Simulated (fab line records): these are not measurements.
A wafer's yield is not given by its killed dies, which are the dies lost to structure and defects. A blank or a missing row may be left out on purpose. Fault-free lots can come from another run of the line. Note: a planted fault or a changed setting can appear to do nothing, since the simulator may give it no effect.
Matching of chambers -- flow sky130 -- SKY_LI_CONTACT_ETCH_15 on rieDiel-01: 4 sister chambers
The step etches PSG in C4F8/O2/Ar, stops on Si, target depth 600 nm. 4 wafers are shown with their chamber, then 8 later ones without.

## WAFERS WITH THEIR CHAMBER
wafer,chamber,oesProductAu (a.u.)
L081.1,1,0.833
L081.3,3,0.833
L083.1,0,0.833
L090.2,2,0.835

## WAFERS WITHOUT THEIR CHAMBER
wafer,oesProductAu (a.u.)
L090.4,0.841
L090.5,0.831
L092.1,0.839
L092.2,0.842
L092.3,0.842
L094.2,0.839
L094.5,0.838
L094.6,0.842

## WHICH CHAMBER EACH WENT THROUGH
wafer,from the rows above,in truth
L090.4,can't be placed: 2 or 0 or 1 or 3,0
L090.5,can't be placed: 0 or 1 or 3 or 2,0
L092.1,can't be placed: 2 or 0 or 1 or 3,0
L092.2,can't be placed: 2 or 0 or 1 or 3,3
L092.3,can't be placed: 2 or 0 or 1 or 3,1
L094.2,can't be placed: 2 or 0 or 1 or 3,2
L094.5,can't be placed: 2 or 0 or 1 or 3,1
L094.6,can't be placed: 2 or 0 or 1 or 3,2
Correctly placed: 0 of 8. Not placeable from these rows: 8 (in 8, the candidates include the true chamber). Number placed wrongly: 0.
How it was worked out, from the rows above alone: a wafer's distance from a chamber is the root of the sum, over the readings, of the square of ((its reading less the chamber's mean) divided by the reading's scatter). If the next closest chamber is less than 2 further off than the closest, the wafer can't be placed; otherwise it belongs to the closest. For every chamber, the mean is computed from those of its wafers that are shown. The scatter: with one shown wafer a chamber, the root of the mean of the squares of how far each hidden wafer lies from its nearest shown one.
